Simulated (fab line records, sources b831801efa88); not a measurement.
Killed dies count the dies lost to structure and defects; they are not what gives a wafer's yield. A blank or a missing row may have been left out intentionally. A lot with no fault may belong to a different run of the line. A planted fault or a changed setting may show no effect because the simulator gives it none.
fab line records | flow sky130
[record] lots = 15 wafers = 45 last-day = 50
route steps=708 shown METAL4@632 VIA4@659 METAL5@662
lots that met no fault: from a run of the same line without faults
start-h: hours from the record's first day to the start of the lot's first wafer shown | wait-h: hours since the lot's step before | " as in the row above | L1.1+2: one row covering several wafers at once | - no value present, or no start provided | * or withheld: withheld | < > ~ a bound
route shown NAME@n: NAME is a module with steps in the file, n the number in the route of the first one | usual: the fault-free wafers' mean and standard deviation | same: alike in all rows | chamber/n: place in a boat | sites: per-site readings | _std_site: the standard deviation of these | _edge_site: inner sites' mean taken away from outer sites' mean | radius-mm: how far each site lies from the wafer's centre | mask NAME#n: copy n | behind: the last tool/chamber to shape the wafer | hold: cause of the lot's hold/its duration in hours/its outcome | device: whichever transistor did not switch (one of n, p or np) | end of line: the route-end tests of the same wafers | a step with no rows: only its recipe | killed: dies lost to structure and defects at the first sort, not the wafer's yield | map: per-die view of a wafer (x killed, . not killed, _ where there is no die)
set.NAME: the run value of the setting; set.NAME@STEP: its run value at that earlier step | model.NAME: the simulator's own value behind a step, which no gauge read
steps of the route over a sample of lots; a table a step, a row a wafer
services: when a tool's chamber went out of use (start-h, in hours from the record's first day, below 0 if earlier), for how many hours, and the reason
[[steps]]
[step SKY_METAL4_ETCH_16]
[recipe] chemistry = N2/H2 target = BARC ion-energy-ev = 200 bias-w = 100 pressure-mtorr = 30 n2-flow-sccm = 100 h2-flow-sccm = 200 icp-w = 500 stop-on = SiO2 time-s = 88.2 target-depth-a = 600
[usual] drypump-motor-current-A = 5.77/0.25 he-backside-leak-sccm = 3.41/0.24 oes-product-au = 0.625/0.0045 throttle-valve-pct = 13.205/0.0098
[same] time-s = 88.2
// columns lot.wafer tool chamber start-h wait-h drypump-motor-current-A he-backside-leak-sccm oes-product-au rf-hours-counter-h throttle-valve-pct
L940.2 rie-metal-04 1 974.40 0.0 6.03 3.07 0.625 14 13.210
L940.3 " 1 " " 6.03 3.19 0.623 - 13.209
L940.6 " 0 " " 5.68 3.43 0.625 - 13.183
L942.4 rie-metal-04 0 1000.84 0.0 5.71 3.48 0.621 - 13.196
L942.5 " 0 " " 5.72 3.46 0.629 - 13.193
L942.6 " 1 " " 6.03 3.35 0.617 - 13.216
L943.1 rie-metal-03 1 1005.79 0.1 6.04 3.77 0.618 22 13.202
L943.4 " 1 " " 6.07 3.62 0.623 - 13.212
L943.5 " 1 " " 6.05 3.53 0.624 - 13.182
L944.3 rie-metal-03 0 1010.99 0.0 5.35 3.40 0.622 - 13.203
L944.4 " 1 " " 6.03 3.38 0.624 - 13.196
L944.6 " 0 " " 5.34 3.51 0.627 - 13.201
L945.1 rie-metal-04 0 1014.66 0.0 5.67 3.45 0.630 18 13.206
L945.5 " 1 " " 6.04 3.37 0.621 - 13.216
L945.6 " 0 " " 5.71 3.52 0.627 - 13.207
L946.2 rie-metal-04 0 1022.81 0.0 5.69 3.56 0.622 19 13.213
L946.3 " 0 " " 5.72 3.54 0.621 - 13.210
L946.5 " 1 " " 6.04 3.50 0.632 - 13.216
L947.1 rie-metal-02 1 1030.01 0.0 5.75 3.07 0.630 13 13.209
L947.2 " 0 " " 5.61 3.36 0.624 7 13.214
L947.5 " 1 " " 5.72 3.04 0.623 - 13.212
L948.1 rie-metal-03 1 1030.96 0.0 6.02 3.92 0.624 23 13.194
L948.2 " 0 " " 5.35 3.51 0.627 6 13.201
L948.3 " 1 " " 6.02 3.59 0.628 - 13.220
L950.2 rie-metal-02 1 1057.52 0.0 5.74 3.03 0.621 14 13.203
L950.3 " 0 " " 5.66 3.06 0.628 - 13.200
L950.4 " 1 " " 5.73 3.02 0.625 - 13.202
L953.2 rie-metal-03 0 1067.01 0.0 5.36 3.68 0.625 9 13.205
L953.4 " 1 " " 6.05 3.22 0.623 - 13.204
L953.6 " 0 " " 5.39 3.57 0.625 - 13.194
L954.1 rie-metal-03 0 1078.81 0.0 5.38 3.47 0.621 10 13.200
L954.2 " 1 " " 6.05 3.52 0.618 1 13.182
L954.5 " 1 " " 6.03 3.92 0.626 - 13.222
L955.3 rie-metal-02 1 1083.06 0.0 5.73 3.10 0.625 - 13.206
L955.4 " 0 " " 5.57 3.58 0.622 - 13.206
L955.5 " 1 " " 5.72 3.09 0.627 - 13.198
L956.1 rie-metal-04 1 1093.76 0.0 6.03 3.24 0.631 22 13.209
L956.3 " 0 " " 5.68 3.50 0.631 - 13.218
L956.5 " 0 " " 5.69 3.37 0.626 - 13.210
L962.2 rie-metal-04 0 1118.71 0.0 5.69 3.45 0.627 27 13.205
L962.3 " 1 " " 6.03 3.39 0.630 - 13.188
L962.5 " 1 " " 6.04 3.35 0.620 - 13.210
L963.2 rie-metal-03 1 1128.72 0.0 6.04 3.85 0.627 5 13.201
L963.3 " 1 " " 6.03 3.50 0.625 - 13.209
L963.4 " 0 " " 5.37 3.47 0.621 - 13.195
[step SKY_VIA4_THK_MEAS_20]
[recipe] thk-meas-gauge = xrf reads = W_of_VIA4_CVD_18
[usual] VIA4_W_THK = 494/7.3
// columns lot.wafer tool chamber start-h wait-h VIA4_W_THK[nm]
L940.2 film-metro-01 - 1000.44 0.1 503
L940.3 " - " " 504
L940.6 " - " " 505
L942.4 film-metro-01 - 1026.60 0.1 486
L942.5 " - " " 498
L942.6 " - " " 493
L943.1 film-metro-01 - 1030.89 0.1 501
L943.4 " - " " 487
L943.5 " - " " 487
L944.3 film-metro-03 - 1035.61 0.1 491
L944.4 " - " " 498
L944.6 " - " " 485
L945.1 film-metro-03 - 1038.45 0.1 501
L945.5 " - " " 485
L945.6 " - " " 492
L946.2 film-metro-04 - 1046.88 0.1 494
L946.3 " - " " 492
L946.5 " - " " 501
L947.1 film-metro-03 - 1054.45 0.1 491
L947.2 " - " " 477
L947.5 " - " " 493
L948.1 film-metro-03 - 1055.73 0.1 484
L948.2 " - " " 496
L948.3 " - " " 481
L950.2 film-metro-03 - 1081.09 0.1 486
L950.3 " - " " 484
L950.4 " - " " 493
L953.2 film-metro-04 - 1090.13 0.1 509
L953.4 " - " " 493
L953.6 " - " " 506
L954.1 film-metro-04 - 1101.82 0.1 489
L954.2 " - " " 500
L954.5 " - " " 494
L955.3 film-metro-01 - 1105.91 0.1 494
L955.4 " - " " 487
L955.5 " - " " 488
L956.1 film-metro-03 - 1116.00 0.1 480
L956.3 " - " " 489
L956.5 " - " " 483
L962.2 film-metro-01 - 1140.29 0.1 505
L962.3 " - " " 498
L962.5 " - " " 499
L963.2 film-metro-04 - 1149.89 0.1 490
L963.3 " - " " 495
L963.4 " - " " 488
[step SKY_METAL5_SPUTTER_01]
[recipe] material = TiN target-thk-nm = 20 power-w = 6500 time-s = 16.7 chamber-pressure-pa = 0.4
[usual] cathode-dc-power-W = 6499.9/1.1 chamber-pressure-pa = 0.4001/0.00074 throttle-valve-pct = 30.5/1 time-s = 16.7/0
// columns lot.wafer tool chamber start-h wait-h cathode-dc-power-W chamber-pressure-pa throttle-valve-pct time-s
L940.2 pvd-sputter-03 - 1000.98 0.0 6500.9 0.4008 30.4 16.7
L940.3 " - " " 6502.0 0.4002 31.5 16.7
L940.6 " - " " 6499.8 0.3991 30.2 16.7
L942.4 pvd-sputter-01 - 1026.96 0.0 6500.1 0.4009 30.7 16.7
L942.5 " - " " 6500.2 0.4016 29.5 16.7
L942.6 " - " " 6502.3 0.3991 29.7 16.7
L943.1 pvd-sputter-03 - 1031.28 0.0 6500.5 0.4005 30.7 16.7
L943.4 " - " " 6500.0 0.4006 30.5 16.7
L943.5 " - " " 6501.1 0.4008 31.2 16.7
L944.3 pvd-sputter-03 - 1035.97 0.0 6500.9 0.4017 29.6 16.7
L944.4 " - " " 6499.9 0.4011 31.5 16.7
L944.6 " - " " 6499.2 0.4007 29.6 16.7
L945.1 pvd-sputter-01 - 1038.83 0.0 6502.3 0.4000 29.7 16.7
L945.5 " - " " 6502.2 0.3995 30.8 16.7
L945.6 " - " " 6498.7 0.4001 29.4 16.7
L946.2 pvd-sputter-03 - 1047.25 0.0 6497.6 0.4010 30.5 16.7
L946.3 " - " " 6499.7 0.4003 28.9 16.7
L946.5 " - " " 6498.8 0.3995 31.7 16.7
L947.1 pvd-sputter-01 - 1054.83 0.0 6500.3 0.3997 29.1 16.7
L947.2 " - " " 6498.4 0.3999 29.6 16.7
L947.5 " - " " 6498.8 0.4001 29.9 16.7
L948.1 pvd-sputter-01 - 1056.11 0.0 6502.3 0.3992 28.9 16.7
L948.2 " - " " 6500.7 0.4000 29.7 16.7
L948.3 " - " " 6498.6 0.4005 30.8 16.7
L950.2 pvd-sputter-03 - 1081.46 0.0 6499.6 0.3991 30.7 16.7
L950.3 " - " " 6499.9 0.3994 29.8 16.7
L950.4 " - " " 6498.6 0.4007 30.3 16.7
L953.2 pvd-sputter-03 - 1090.50 0.0 - - - -
L953.4 " - " " - - - -
L953.6 " - " " - - - -
L954.1 pvd-sputter-01 - 1102.49 0.0 - - - -
L954.2 " - " " - - - -
L954.5 " - " " - - - -
L955.3 pvd-sputter-04 - 1106.27 0.0 - - - -
L955.4 " - " " - - - -
L955.5 " - " " - - - -
L956.1 pvd-sputter-03 - 1116.38 0.0 6499.7 0.3997 29.3 16.7
L956.3 " - " " 6499.6 0.3994 30.4 16.7
L956.5 " - " " 6497.3 0.3997 31.5 16.7
L962.2 pvd-sputter-01 - 1140.66 0.0 6500.3 0.4005 29.0 16.7
L962.3 " - " " 6501.1 0.4016 29.6 16.7
L962.5 " - " " 6500.4 0.3998 29.3 16.7
L963.2 pvd-sputter-04 - 1150.37 0.0 6498.7 0.3993 32.4 16.7
L963.3 " - " " 6500.1 0.3999 31.5 16.7
L963.4 " - " " 6499.2 0.3996 30.9 16.7
[step SKY_METAL5_SPUTTER_03]
[recipe] material = Ti target-thk-nm = 5 power-w = 3000 time-s = 3.3 chamber-pressure-pa = 0.4
[usual] cathode-dc-power-W = 3000.0/0.58 chamber-pressure-pa = 0.4000/0.00072 throttle-valve-pct = 30.5/1
[same] time-s = 3.3
// columns lot.wafer tool chamber start-h wait-h cathode-dc-power-W chamber-pressure-pa throttle-valve-pct
L940.2 pvd-sputter-03 - 1001.05 0.0 2999.3 0.4005 30.2
L940.3 " - " " 2999.8 0.4006 31.5
L940.6 " - " " 3000.2 0.3995 30.5
L942.4 pvd-sputter-01 - 1027.04 0.0 3000.2 0.3989 30.7
L942.5 " - " " 3000.7 0.3996 29.3
L942.6 " - " " 3000.9 0.4005 29.9
L943.1 pvd-sputter-03 - 1031.35 0.0 2999.8 0.4018 30.5
L943.4 " - " " 3000.4 0.4013 30.7
L943.5 " - " " 3000.7 0.4008 31.6
L944.3 pvd-sputter-03 - 1036.05 0.0 3000.0 0.4003 29.2
L944.4 " - " " 2999.8 0.3998 31.4
L944.6 " - " " 2999.4 0.4001 29.2
L945.1 pvd-sputter-01 - 1038.91 0.0 2999.9 0.4006 29.5
L945.5 " - " " 2999.2 0.4002 30.7
L945.6 " - " " 3000.0 0.4008 29.4
L946.2 pvd-sputter-03 - 1047.33 0.0 2999.7 0.4006 30.4
L946.3 " - " " 3000.5 0.4001 29.2
L946.5 " - " " 3001.4 0.3991 31.5
L947.1 pvd-sputter-01 - 1054.91 0.0 3000.7 0.3997 29.0
L947.2 " - " " 2999.9 0.4001 29.7
L947.5 " - " " 2999.7 0.3992 29.8
L948.1 pvd-sputter-01 - 1056.19 0.0 2999.3 0.3987 28.9
L948.2 " - " " 2999.5 0.4001 29.9
L948.3 " - " " 2999.6 0.4016 30.7
L950.2 pvd-sputter-03 - 1081.53 0.0 3000.1 0.3989 30.4
L950.3 " - " " 3000.4 0.3992 29.4
L950.4 " - " " 3001.1 0.3995 30.3
L953.2 pvd-sputter-03 - 1090.58 0.0 3000.7 0.4012 29.2
L953.4 " - " " 3000.2 0.4002 31.4
L953.6 " - " " 3000.5 0.3985 30.5
L954.1 pvd-sputter-01 - 1102.57 0.0 3000.4 0.3995 29.6
L954.2 " - " " 2999.7 0.3998 29.8
L954.5 " - " " 3000.8 0.4011 30.7
L955.3 pvd-sputter-04 - 1106.35 0.0 3000.5 0.3988 32.3
L955.4 " - " " 2999.3 0.4002 31.8
L955.5 " - " " 2999.5 0.3999 31.0
L956.1 pvd-sputter-03 - 1116.46 0.0 2999.5 0.4002 29.2
L956.3 " - " " 3000.3 0.3995 30.6
L956.5 " - " " 3001.4 0.4007 31.5
L962.2 pvd-sputter-01 - 1140.74 0.0 2999.8 0.3990 28.7
L962.3 " - " " 2998.8 0.4007 29.4
L962.5 " - " " 2999.9 0.4001 29.5
L963.2 pvd-sputter-04 - 1150.45 0.0 2999.2 0.3996 32.3
L963.3 " - " " 2999.3 0.3995 31.7
L963.4 " - " " 2999.3 0.3993 31.0
[[services]]
// columns tool chamber start-h hours kind
rie-metal-02 - 980.72 14.6 pm
rie-metal-03 0 994.42 15.9 repair
rie-metal-02 - 1000.60 0.7 repair
rie-metal-04 - 1010.92 2.8 pm
rie-metal-03 1 1036.21 - clean
rie-metal-03 1 1036.21 24.1 scheduled-down
rie-metal-03 1 1036.21 24.1 vent-cycle
rie-metal-04 - 1051.05 0.1 repair
rie-metal-02 - 1067.36 1.4 pm
pvd-sputter-04 - 1093.40 7.3 repair
pvd-sputter-03 - 1094.46 7.4 repair
pvd-sputter-04 - 1109.67 2.6 repair
rie-metal-02 1 1114.84 7.6 repair
pvd-sputter-04 - 1122.63 2.8 repair
pvd-sputter-03 - 1123.37 2.0 repair
pvd-sputter-04 - 1143.48 3.1 repair
pvd-sputter-03 - 1150.26 2.9 repair
[[key]]
[first-sign] step = SKY_METAL5_SPUTTER_01 reading = tool-record direction = missing
effect none on later readings
met-at SKY_METAL5_SPUTTER_01
struck-lots L953,L954,L955
later-rows-left-out L953.2,L953.4,L953.6,L954.1,L954.2,L954.5,L955.3,L955.4,L955.5
sort-left-out L953.2,L953.4,L953.6,L954.1,L954.2,L954.5,L955.3,L955.4,L955.5
not-acting-at SKY_METAL4_ETCH_16,SKY_VIA4_THK_MEAS_20,SKY_METAL5_SPUTTER_03
onset-between 1081.46 1090.50
[fault] kind = skipped-step-whole tool = pvd-sputter-01,pvd-sputter-03,pvd-sputter-04 chamber = - onset-h = 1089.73 steps = SKY_METAL5_SPUTTER_01 scope = struck-lots-only
// sort-left-out: the simulated sort isn't trusted on such a fault, so these wafers' sort isn't shown, and their yield isn't known
// later-rows-left-out: the simulator's readings of these wafers behind a module that went badly wrong aren't trusted and aren't shown, but for the sort
